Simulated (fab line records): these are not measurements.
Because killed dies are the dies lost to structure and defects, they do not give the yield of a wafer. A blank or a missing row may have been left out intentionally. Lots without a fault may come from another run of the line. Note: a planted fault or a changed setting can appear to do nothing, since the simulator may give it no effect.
Chamber matching	flow gf180mcu	3 sister chambers for GF_V4_CVD_02 on pecvd-03
The step deposits SiO2 from TEOS, target thk 850 nm, time 94.851 s. 6 wafers are shown with their chamber, then 12 later ones without.

== WAFERS PAIRED WITH THEIR CHAMBERS ==
wafer	chamber	heater_power_w (W)
L084.2	2	868
L084.4	2	699
L085.3	1	585
L087.1	0	565
L087.3	1	686
L087.6	0	647

== WAFERS WITH NO CHAMBER GIVEN ==
wafer	heater_power_w (W)
L089.4	866
L089.5	548
L089.6	697
L090.2	825
L090.3	666
L090.5	539
L092.1	694
L092.3	651
L092.4	559
L095.1	575
L095.2	667
L095.3	758

== THE CHAMBER EACH PASSED THROUGH ==
wafer	from the rows above	in truth
L089.4	can't be placed: 2 or 1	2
L089.5	can't be placed: 0 or 1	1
L089.6	can't be placed: 1 or 2 or 0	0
L090.2	can't be placed: 2 or 1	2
L090.3	can't be placed: 1 or 0 or 2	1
L090.5	can't be placed: 0 or 1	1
L092.1	can't be placed: 1 or 0 or 2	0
L092.3	can't be placed: 1 or 0 or 2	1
L092.4	can't be placed: 0 or 1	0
L095.1	can't be placed: 0 or 1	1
L095.2	can't be placed: 1 or 0 or 2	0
L095.3	can't be placed: 2 or 1 or 0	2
Correctly placed: 0 of 12. Can't be placed from these rows: 12 (the true chamber is among the candidates in 12). Placed wrongly: 0.
How it was worked out, from the rows above alone: a wafer's distance from a chamber is the root of the sum, over the readings, of the square of ((its reading less the chamber's mean) divided by the reading's scatter). The wafer belongs to the nearest chamber; if the next one is less than 2 further off, it can't be placed. A chamber's mean is the mean of its shown wafers. The scatter: the root of (the sum of the squares of (reading less its chamber's mean) over the shown wafers, divided by (wafers less chambers)).
